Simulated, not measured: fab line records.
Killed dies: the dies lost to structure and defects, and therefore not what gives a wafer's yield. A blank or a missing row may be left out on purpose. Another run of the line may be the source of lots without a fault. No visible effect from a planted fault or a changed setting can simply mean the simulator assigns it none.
fab line records -- flow sky130
[record] lots = 13, wafers = 39, last-day = 50
route steps=708 shown POLY_CUT@318 METAL4@630 VIA4@651 PAD_OPEN@708
lots that met no fault: taken from a fault-free run of the same line
start-h: the number of hours between the record's first day and the start of the first shown wafer of the lot -- wait-h: time in hours since the lot's previous step -- " same as the row above -- L1.1+2: several wafers, shown together as one row -- - either no value or no given start -- * or withheld: withheld -- < > ~ a bound
route shown NAME@n: names a module that has steps shown in the file, with the first one's number in the route -- usual: the fault-free wafers' mean and standard deviation -- same: alike in all rows -- chamber/n: place in a boat -- sites: per-site readings -- _std_site: their standard deviation -- _edge_site: the outer-site mean with the inner-site mean subtracted -- radius-mm: how far each site lies from the wafer's centre -- mask NAME#n: copy n -- behind: tool/chamber where the wafer was last shaped -- hold: the reason the lot was held/the length of the hold in hours/how it ended -- device: whichever transistor did not switch (one of n, p or np) -- end of line: tests run on the same wafers once the route is complete -- a step given without rows: its recipe and nothing more -- killed: dies that structure and defects cost at the first sort, which is not the same as the wafer's yield -- map: a wafer's dies, marking killed ones x, the rest . and places with no die _
set.NAME: the setting that was run; set.NAME@STEP: the one run at that earlier step -- model.NAME: the simulator's own value behind a step, which no gauge read
the route's steps for a sample of lots (tables are steps, rows are wafers)
services: the hour from which a tool's chamber was out of use, counted from the record's first day as start-h (under 0 if before that day), plus the number of hours and why
[[steps]]
[step SKY_POLY_CUT_ETCH_11]
[recipe] target = Si3N4, chemistry = CF4/CH2F2/Ar, stop-on = poly-Si, source-w = 600, bias-w = 150, pressure-mtorr = 40, cf4-flow-sccm = 40, ch2f2-flow-sccm = 20, Ar_flow_sccm = 150, time-s = 42.5, target-depth-a = 600
[usual] drypump-motor-current-A = 5.7/0.53, oes-product-au = 0.828/0.0059, throttle-valve-pct = 14.992/0.0091
lot.wafer,tool,chamber,start-h,wait-h,drypump-motor-current-A,oes-product-au,rf-hours-counter-h,throttle-valve-pct
L985.4,rie-diel-01,2,556.95,0.0,6.4,0.820,12,14.997
L985.5,rie-diel-01,0,556.95,0.0,6.5,0.819,-,14.986
L985.6,rie-diel-01,3,556.95,0.0,5.2,0.818,-,14.991
L987.2,rie-diel-01,3,568.90,0.0,5.2,0.829,63,14.979
L987.3,rie-diel-01,2,568.90,0.0,6.4,0.821,12,15.000
L987.6,rie-diel-01,3,568.90,0.0,5.2,0.829,-,14.992
L989.4,rie-diel-01,1,599.92,0.0,5.0,0.827,-,15.002
L989.5,rie-diel-01,3,599.92,0.0,5.2,0.827,-,14.994
L989.6,rie-diel-01,2,599.92,0.0,6.4,0.826,-,15.002
L988.2,rie-diel-03,3,602.10,0.0,6.5,0.823,14,14.999
L988.3,rie-diel-03,2,602.10,0.0,5.4,0.823,24,14.990
L988.5,rie-diel-03,0,602.10,0.0,5.7,0.823,-,15.006
L990.1,rie-diel-01,2,608.56,0.0,6.4,0.828,13,14.986
L990.2,rie-diel-01,3,608.56,0.0,5.2,0.821,64,14.983
L990.5,rie-diel-01,1,608.56,0.0,5.0,0.823,-,14.999
L992.2,rie-diel-03,3,625.66,0.0,6.5,0.828,14,14.999
L992.5,rie-diel-03,0,625.66,0.0,5.7,0.829,-,14.986
L992.6,rie-diel-03,3,625.66,0.0,6.5,0.839,-,14.989
L993.3,rie-diel-03,1,634.95,0.0,6.2,0.832,6,14.987
L993.4,rie-diel-03,0,634.95,0.0,5.8,0.828,8,15.000
L993.6,rie-diel-03,1,634.95,0.0,6.2,0.825,-,14.989
L994.1,rie-diel-03,0,638.20,0.0,5.8,0.827,8,14.992
L994.5,rie-diel-03,2,638.20,0.0,5.4,0.825,-,14.979
L994.6,rie-diel-03,3,638.20,0.0,6.5,0.826,-,15.011
L995.2,rie-diel-02,0,659.10,0.0,5.7,0.833,6,15.003
L995.3,rie-diel-02,1,659.10,0.0,5.3,0.826,6,14.975
L995.4,rie-diel-02,2,659.10,0.0,5.6,0.843,7,14.983
L103.1,rie-diel-03,0,706.05,0.0,5.8,0.836,9,14.994
L103.2,rie-diel-03,3,706.05,0.0,6.6,0.840,15,15.000
L103.4,rie-diel-03,1,706.05,0.0,6.2,0.834,7,14.985
L105.3,rie-diel-03,2,720.45,0.0,5.4,0.825,26,14.992
L105.4,rie-diel-03,1,720.45,0.0,6.2,0.818,7,14.998
L105.5,rie-diel-03,0,720.45,0.0,5.7,0.827,-,14.981
L107.1,rie-diel-01,3,752.15,0.0,5.2,0.832,2,15.000
L107.3,rie-diel-01,0,752.15,0.0,6.4,0.835,15,14.991
L107.5,rie-diel-01,3,752.15,0.0,5.2,0.833,-,14.984
L108.1,rie-diel-01,0,757.16,0.0,6.4,0.837,15,14.993
L108.5,rie-diel-01,1,757.16,0.0,5.0,0.832,-,15.000
L108.6,rie-diel-01,2,757.16,0.0,6.4,0.835,-,14.990
[step SKY_METAL4_OVL_MEAS_14]
[usual] METAL4_OVL = 1/6.9
lot.wafer,tool,chamber,start-h,wait-h,METAL4_OVL[nm]
L985.4,overlay-01,-,979.50,0.1,4
L985.5,overlay-01,-,979.50,0.1,4
L985.6,overlay-01,-,979.50,0.1,0
L987.2,overlay-02,-,987.26,0.1,-6
L987.3,overlay-02,-,987.26,0.1,-4
L987.6,overlay-02,-,987.26,0.1,-10
L989.4,overlay-01,-,1010.81,0.1,-2
L989.5,overlay-01,-,1010.81,0.1,-9
L989.6,overlay-01,-,1010.81,0.1,-9
L988.2,overlay-01,-,1014.16,0.1,-9
L988.3,overlay-01,-,1014.16,0.1,-3
L988.5,overlay-01,-,1014.16,0.1,-13
L990.1,overlay-01,-,1021.28,0.1,5
L990.2,overlay-01,-,1021.28,0.1,14
L990.5,overlay-01,-,1021.28,0.1,8
L992.2,overlay-02,-,1034.48,0.1,4
L992.5,overlay-02,-,1034.48,0.1,14
L992.6,overlay-02,-,1034.48,0.1,5
L993.3,overlay-02,-,1041.42,0.1,-14
L993.4,overlay-02,-,1041.42,0.1,-5
L993.6,overlay-02,-,1041.42,0.1,-6
L994.1,overlay-02,-,1043.50,0.1,2
L994.5,overlay-02,-,1043.50,0.1,6
L994.6,overlay-02,-,1043.50,0.1,-7
L995.2,overlay-02,-,1056.44,0.1,-3
L995.3,overlay-02,-,1056.44,0.1,1
L995.4,overlay-02,-,1056.44,0.1,0
L103.1,overlay-01,-,1093.70,0.1,-9
L103.2,overlay-01,-,1093.70,0.1,-9
L103.4,overlay-01,-,1093.70,0.1,-9
L105.3,overlay-01,-,1103.74,0.1,-5
L105.4,overlay-01,-,1103.74,0.1,-2
L105.5,overlay-01,-,1103.74,0.1,-3
L107.1,overlay-02,-,1126.30,0.1,-1
L107.3,overlay-02,-,1126.30,0.1,2
L107.5,overlay-02,-,1126.30,0.1,4
L108.1,overlay-02,-,1132.23,0.1,4
L108.5,overlay-02,-,1132.23,0.1,3
L108.6,overlay-02,-,1132.23,0.1,19
[step SKY_METAL4_ETCH_17]
[recipe] target = SiO2, stop-on = TiN, chemistry = C4F8/O2/Ar, source-w = 1500, bias-w = 1200, pressure-mtorr = 40, c4f8-flow-sccm = withheld, O2_flow_sccm = 6, Ar_flow_sccm = 300, time-s = 3.9, target-depth-a = 150
[usual] oes-product-au = 0.757/0.0067
lot.wafer,tool,chamber,start-h,wait-h,oes-product-au,rf-hours-counter-h
L985.4,rie-diel-04,1,979.65,0.0,0.756,17
L985.5,rie-diel-04,1,979.65,0.0,0.756,-
L985.6,rie-diel-04,0,979.65,0.0,0.764,-
L987.2,rie-diel-01,3,987.42,0.1,0.742,11
L987.3,rie-diel-01,0,987.42,0.1,0.751,24
L987.6,rie-diel-01,2,987.42,0.1,0.743,-
L989.4,rie-diel-04,0,1011.09,0.1,0.768,26
L989.5,rie-diel-04,1,1011.09,0.1,0.761,-
L989.6,rie-diel-04,2,1011.09,0.1,0.763,-
L988.2,rie-diel-03,1,1014.32,0.1,0.758,15
L988.3,rie-diel-03,2,1014.32,0.1,0.754,5
L988.5,rie-diel-03,0,1014.32,0.1,0.761,-
L990.1,rie-diel-04,0,1021.57,0.2,0.758,26
L990.2,rie-diel-04,1,1021.57,0.2,0.747,18
L990.5,rie-diel-04,3,1021.57,0.2,0.760,-
L992.2,rie-diel-04,1,1034.64,0.1,0.748,18
L992.5,rie-diel-04,0,1034.64,0.1,0.760,-
L992.6,rie-diel-04,3,1034.64,0.1,0.758,-
L993.3,rie-diel-01,1,1041.70,0.1,0.755,11
L993.4,rie-diel-01,3,1041.70,0.1,0.760,13
L993.6,rie-diel-01,2,1041.70,0.1,0.757,-
L994.1,rie-diel-03,2,1043.80,0.2,0.753,6
L994.5,rie-diel-03,0,1043.80,0.2,0.755,-
L994.6,rie-diel-03,1,1043.80,0.2,0.757,-
L995.2,rie-diel-01,1,1056.60,0.1,0.757,12
L995.3,rie-diel-01,3,1056.60,0.1,0.760,14
L995.4,rie-diel-01,0,1056.60,0.1,0.768,26
L103.1,rie-diel-03,0,1093.87,0.1,0.754,20
L103.2,rie-diel-03,3,1093.87,0.1,0.755,3
L103.4,rie-diel-03,1,1093.87,0.1,0.768,17
L105.3,rie-diel-03,1,1103.89,0.0,0.758,18
L105.4,rie-diel-03,0,1103.89,0.0,0.759,20
L105.5,rie-diel-03,3,1103.89,0.0,0.770,-
L107.1,rie-diel-03,1,1126.47,0.1,0.762,18
L107.3,rie-diel-03,3,1126.47,0.1,0.760,4
L107.5,rie-diel-03,2,1126.47,0.1,0.759,-
L108.1,rie-diel-04,1,1132.39,0.1,0.751,22
L108.5,rie-diel-04,0,1132.39,0.1,0.757,-
L108.6,rie-diel-04,2,1132.39,0.1,0.768,-
[step SKY_VIA4_ETCH_12]
[recipe] target = SiO2, chemistry = C4F8/O2/Ar, stop-on = TiN, mask-material = NOVOLAK, source-w = 1500, bias-w = 1200, pressure-mtorr = 40, c4f8-flow-sccm = withheld, O2_flow_sccm = 6, Ar_flow_sccm = 300, time-s = withheld, target-depth-a = 5800
[usual] oes-product-au = 0.925/0.0047
lot.wafer,tool,chamber,start-h,wait-h,oes-product-au
L985.4,rie-diel-01,2,1004.24,0.0,0.924
L985.5,rie-diel-01,2,1004.24,0.0,0.937
L985.6,rie-diel-01,3,1004.24,0.0,0.929
L987.2,rie-diel-03,2,1012.25,0.0,0.926
L987.3,rie-diel-03,2,1012.25,0.0,0.925
L987.6,rie-diel-03,2,1012.25,0.0,0.920
L989.4,rie-diel-02,0,1035.49,0.0,0.928
L989.5,rie-diel-02,0,1035.49,0.0,0.932
L989.6,rie-diel-02,3,1035.49,0.0,0.928
L988.2,rie-diel-01,0,1037.85,0.0,0.926
L988.3,rie-diel-01,1,1037.85,0.0,0.923
L988.5,rie-diel-01,2,1037.85,0.0,0.918
L990.1,rie-diel-03,3,1044.44,0.0,0.927
L990.2,rie-diel-03,1,1044.44,0.0,0.928
L990.5,rie-diel-03,2,1044.44,0.0,0.924
L992.2,rie-diel-03,2,1057.84,0.0,0.929
L992.5,rie-diel-03,1,1057.84,0.0,0.917
L992.6,rie-diel-03,2,1057.84,0.0,0.928
L993.3,rie-diel-03,3,1064.64,0.0,0.926
L993.4,rie-diel-03,2,1064.64,0.0,0.921
L993.6,rie-diel-03,0,1064.64,0.0,0.928
L994.1,rie-diel-03,0,1066.65,0.0,0.923
L994.5,rie-diel-03,2,1066.65,0.0,0.929
L994.6,rie-diel-03,3,1066.65,0.0,0.931
L995.2,rie-diel-02,2,1078.60,0.0,0.918
L995.3,rie-diel-02,1,1078.60,0.0,0.920
L995.4,rie-diel-02,3,1078.60,0.0,0.926
L103.1,rie-diel-01,0,1115.05,0.0,0.924
L103.2,rie-diel-01,1,1115.05,0.0,0.920
L103.4,rie-diel-01,3,1115.05,0.0,0.930
L105.3,rie-diel-01,1,1125.55,0.0,0.930
L105.4,rie-diel-01,2,1125.55,0.0,0.920
L105.5,rie-diel-01,3,1125.55,0.0,0.921
L107.1,rie-diel-03,2,1146.44,0.0,0.922
L107.3,rie-diel-03,3,1146.44,0.0,0.927
L107.5,rie-diel-03,1,1146.44,0.0,0.924
L108.1,rie-diel-01,1,1152.49,0.0,0.933
L108.5,rie-diel-01,2,1152.49,0.0,0.918
L108.6,rie-diel-01,1,1152.49,0.0,0.922
[step SKY_PAD_OPEN_PROBE_99]
[usual] killed_at_M0_to_M3 = 42/6.4, killed_at_M4_up = 3.2/1.9, killed-at-contacts = 24/4.8, killed-at-front-end = 16/4.4, killed-at-other = 0.3/0.55, killed-dies = 86/8.6, killed-open = 46/6.6, killed-short = 39/5.7
[same] gross-dies = 492, killed-at-back-side = 0
lot.wafer,tool,chamber,start-h,wait-h,hold,killed_at_M0_to_M3,killed_at_M4_up,killed-at-contacts,killed-at-front-end,killed-at-other,killed-dies,killed-open,killed-short
L987.2,prober-01,-,1082.83,0.1,-,51,5,16,24,0,96,48,48
L987.3,prober-01,-,1082.88,0.2,-,42,5,20,34,0,101,54,47
L987.6,prober-01,-,1083.03,0.2,-,49,4,19,19,0,91,46,45
L993.3,prober-02,-,1130.80,0.2,await-dispo/3.1h/release,41,2,19,79,0,141,40,33
L993.4,prober-02,-,1130.85,0.2,await-dispo/3.1h/release,39,1,19,76,0,135,36,35
L993.6,prober-02,-,1130.95,0.2,await-dispo/3.1h/release,39,4,18,71,0,132,41,30
L994.1,prober-01,-,1132.44,0.1,await-dispo/2.6h/release,27,2,22,76,1,128,33,35
L994.5,prober-01,-,1132.64,0.2,await-dispo/2.6h/release,26,1,21,85,1,134,32,36
L994.6,prober-01,-,1132.69,0.2,await-dispo/2.6h/release,28,1,29,80,1,139,42,34
L995.2,prober-02,-,1143.83,0.1,-,41,3,21,16,0,81,35,46
L995.3,prober-02,-,1143.88,0.2,-,38,1,20,22,0,81,47,34
L995.4,prober-02,-,1143.93,0.2,-,54,5,29,12,0,100,58,42
L103.1,prober-02,-,1174.29,0.1,-,32,5,27,21,0,85,48,37
L103.2,prober-02,-,1174.34,0.1,-,40,0,29,16,1,86,51,35
L103.4,prober-02,-,1174.44,0.2,-,39,1,23,12,1,76,37,38
L107.1,prober-02,-,1200.17,0.1,-,45,5,28,21,0,99,51,45
L107.3,prober-02,-,1200.27,0.2,-,43,3,29,11,0,86,44,41
L107.5,prober-02,-,1200.37,0.2,-,55,1,21,14,0,91,52,39
L108.1,prober-01,-,1205.04,0.1,-,47,1,27,10,0,85,44,40
L108.5,prober-01,-,1205.24,0.2,-,42,4,15,15,0,76,39,37
L108.6,prober-01,-,1205.29,0.2,-,32,4,24,10,0,70,36,34
// killed by level:class
L987.2 VIA1:geometric-particle:open=14 VIA2:geometric-particle:open=11 POLY_GATE:geometric-particle:short=7 FIELD_ISO:geometric-particle:short=6 VIA3:geometric-particle:open=6 METAL4:geometric-particle:short=5 LI_CONTACT:geometric-particle:open=5 METAL1:geometric-particle:short=5
L987.3 VIA1:geometric-particle:open=15 FIELD_ISO:geometric-particle:short=13 FIELD_ISO:geometric-particle:open=10 VIA2:geometric-particle:open=8 POLY_GATE:geometric-particle:open=7 CONTACT:geometric-particle:short=6 VIA1:geometric-particle:short=6 CONTACT:geometric-particle:open=5
L987.6 VIA1:geometric-particle:open=15 VIA1:geometric-particle:short=9 VIA2:geometric-particle:open=9 FIELD_ISO:geometric-particle:open=6 CONTACT:geometric-particle:open=6 CONTACT:geometric-particle:short=6 METAL2:geometric-particle:short=6 FIELD_ISO:geometric-particle:short=4
L993.3 POLY_CUT:unspecified=67 LI_CONTACT:geometric-particle:open=8 VIA1:geometric-particle:open=7 VIA2:geometric-particle:open=7 VIA1:geometric-particle:short=6 CONTACT:geometric-particle:open=6 METAL1:geometric-particle:short=5 FIELD_ISO:geometric-particle:short=4
L993.4 POLY_CUT:unspecified=63 VIA1:geometric-particle:short=8 VIA2:geometric-particle:open=7 VIA1:geometric-particle:open=7 POLY_GATE:geometric-particle:open=6 VIA3:geometric-particle:open=6 LI_CONTACT:geometric-particle:open=4 LOCAL_INTERCONNECT:geometric-particle:short=4
L993.6 POLY_CUT:unspecified=60 VIA3:geometric-particle:open=9 VIA1:geometric-particle:open=9 CONTACT:geometric-particle:open=5 METAL1:geometric-particle:short=4 METAL2:geometric-particle:short=4 METAL3:geometric-particle:short=4 LI_CONTACT:geometric-particle:open=3
L994.1 POLY_CUT:unspecified=60 CONTACT:geometric-particle:open=9 LI_CONTACT:geometric-particle:open=5 VIA3:geometric-particle:open=5 FIELD_ISO:geometric-particle:short=4 VIA2:geometric-particle:open=4 METAL3:geometric-particle:short=4 FIELD_ISO:geometric-particle:open=3
L994.5 POLY_CUT:unspecified=64 FIELD_ISO:geometric-particle:open=7 CONTACT:geometric-particle:open=6 VIA2:geometric-particle:short=5 FIELD_ISO:geometric-particle:short=4 LI_CONTACT:geometric-particle:open=4 LOCAL_INTERCONNECT:geometric-particle:short=4 CONTACT:geometric-particle:short=4
L994.6 POLY_CUT:unspecified=61 CONTACT:geometric-particle:open=12 VIA1:geometric-particle:open=7 LI_CONTACT:geometric-particle:open=6 METAL2:geometric-particle:short=6 FIELD_ISO:geometric-particle:open=5 CONTACT:geometric-particle:short=5 FIELD_ISO:geometric-particle:short=4
L995.2 VIA1:geometric-particle:short=7 CONTACT:geometric-particle:open=6 METAL1:geometric-particle:short=6 VIA3:geometric-particle:short=6 POLY_GATE:geometric-particle:short=5 LI_CONTACT:geometric-particle:short=5 LOCAL_INTERCONNECT:geometric-particle:short=5 FIELD_ISO:geometric-particle:open=4
L995.3 VIA1:geometric-particle:open=12 CONTACT:geometric-particle:open=9 FIELD_ISO:geometric-particle:short=6 METAL1:geometric-particle:short=6 LI_CONTACT:geometric-particle:open=6 POLY_GATE:geometric-particle:open=5 METAL2:geometric-particle:short=5 METAL3:geometric-particle:short=5
L995.4 VIA1:geometric-particle:open=13 CONTACT:geometric-particle:open=12 VIA2:geometric-particle:open=11 METAL2:geometric-particle:short=8 LI_CONTACT:geometric-particle:open=7 VIA3:geometric-particle:open=7 METAL1:geometric-particle:short=6 CONTACT:geometric-particle:short=5
L103.1 CONTACT:geometric-particle:open=13 VIA1:geometric-particle:open=7 FIELD_ISO:geometric-particle:short=6 LI_CONTACT:geometric-particle:open=6 POLY_GATE:geometric-particle:open=6 POLY_GATE:geometric-particle:short=5 METAL1:geometric-particle:short=4 METAL2:geometric-particle:short=4
L103.2 LI_CONTACT:geometric-particle:open=10 VIA1:geometric-particle:open=10 CONTACT:geometric-particle:open=8 METAL1:geometric-particle:short=7 VIA2:geometric-particle:open=7 LOCAL_INTERCONNECT:geometric-particle:short=6 VIA1:geometric-particle:short=5 VIA3:geometric-particle:open=4
L103.4 CONTACT:geometric-particle:open=11 VIA1:geometric-particle:open=9 VIA3:geometric-particle:open=8 FIELD_ISO:geometric-particle:short=5 VIA1:geometric-particle:short=5 VIA2:geometric-particle:short=5 LOCAL_INTERCONNECT:geometric-particle:short=4 METAL2:geometric-particle:short=4
L107.1 CONTACT:geometric-particle:open=11 VIA1:geometric-particle:open=10 LI_CONTACT:geometric-particle:open=8 VIA2:geometric-particle:open=8 FIELD_ISO:geometric-particle:short=6 METAL1:geometric-particle:short=6 METAL2:geometric-particle:short=5 FIELD_ISO:geometric-particle:open=4
L107.3 LI_CONTACT:geometric-particle:open=12 VIA1:geometric-particle:open=9 METAL2:geometric-particle:short=7 METAL1:geometric-particle:short=5 CONTACT:geometric-particle:open=5 VIA1:geometric-particle:short=5 VIA3:geometric-particle:short=5 LI_CONTACT:geometric-particle:short=4
L107.5 CONTACT:geometric-particle:open=11 VIA2:geometric-particle:open=10 METAL2:geometric-particle:short=8 VIA1:geometric-particle:open=7 VIA3:geometric-particle:open=7 FIELD_ISO:geometric-particle:short=5 METAL2:geometric-particle:open=5 LI_CONTACT:geometric-particle:open=5
L108.1 VIA1:geometric-particle:short=13 CONTACT:geometric-particle:open=12 VIA1:geometric-particle:open=10 METAL2:geometric-particle:short=8 LI_CONTACT:geometric-particle:open=5 LOCAL_INTERCONNECT:geometric-particle:short=5 VIA2:geometric-particle:open=5 VIA3:geometric-particle:open=4
L108.5 VIA1:geometric-particle:open=8 CONTACT:geometric-particle:open=7 METAL1:geometric-particle:short=7 POLY_GATE:geometric-particle:open=6 METAL2:geometric-particle:short=5 VIA1:geometric-particle:short=5 LI_CONTACT:geometric-particle:open=4 VIA3:geometric-particle:open=4
L108.6 VIA1:geometric-particle:open=7 CONTACT:geometric-particle:open=6 FIELD_ISO:geometric-particle:short=5 LI_CONTACT:geometric-particle:short=5 LI_CONTACT:geometric-particle:open=5 VIA2:geometric-particle:open=5 METAL2:geometric-particle:short=5 VIA3:geometric-particle:open=5
[[services]]
tool,chamber,start-h,hours,kind
rie-diel-03,3,549.47,6.7,repair
rie-diel-01,0,598.97,1.4,repair
rie-diel-03,1,605.62,8.5,repair
rie-diel-04,1,717.12,14.5,repair
rie-diel-04,3,722.26,1.4,repair
rie-diel-04,-,796.02,0.2,repair
rie-diel-04,3,811.53,132.0,repair
rie-diel-01,-,813.41,2.8,pm
rie-diel-03,3,859.84,3.5,repair
rie-diel-03,0,874.78,11.9,repair
rie-diel-01,1,876.91,86.9,repair
rie-diel-01,2,913.82,1.8,repair
rie-diel-03,1,929.57,8.1,repair
rie-diel-03,0,941.26,2.2,repair
rie-diel-04,3,963.90,4.3,repair
rie-diel-03,-,1007.99,0.1,repair
rie-diel-03,1,1009.87,3.2,repair
rie-diel-03,3,1011.49,8.2,repair
rie-diel-01,-,1026.96,0.9,repair
rie-diel-04,-,1087.62,14.6,pm
rie-diel-03,2,1088.30,2.2,repair
rie-diel-01,1,1089.77,8.5,repair
rie-diel-04,0,1120.42,1.2,repair
rie-diel-01,3,1150.25,9.7,repair
[[key]]
[first-sign] step = SKY_PAD_OPEN_PROBE_99, reading = killed-at-front-end, direction = up, sigmas = 14, usual = 16, struck = 78
[effect] step = SKY_PAD_OPEN_PROBE_99, reading = killed-dies, direction = up, sigmas = 5.7, usual = 86, struck = 135
met-at SKY_POLY_CUT_ETCH_11
struck-lots L993,L994
tester-left-out L993,L994
not-acting-at SKY_METAL4_OVL_MEAS_14,SKY_METAL4_ETCH_17,SKY_VIA4_ETCH_12
onset-between 625.66 634.95
[fault] kind = chamber-particle-source, tool = rie-diel-03, chamber = -, onset-h = 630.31, steps = SKY_POLY_CUT_ETCH_11, rate-per-visit-cm2 = 1.7462, end-h = 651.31
// tester-left-out: of these lots the tester's yield and bins aren't shown, on N5 and GAA mostly nor the transistor test; their killed dies are dies lost to structure and defects alone, not to doping, threshold or leakage, so they don't give the yield
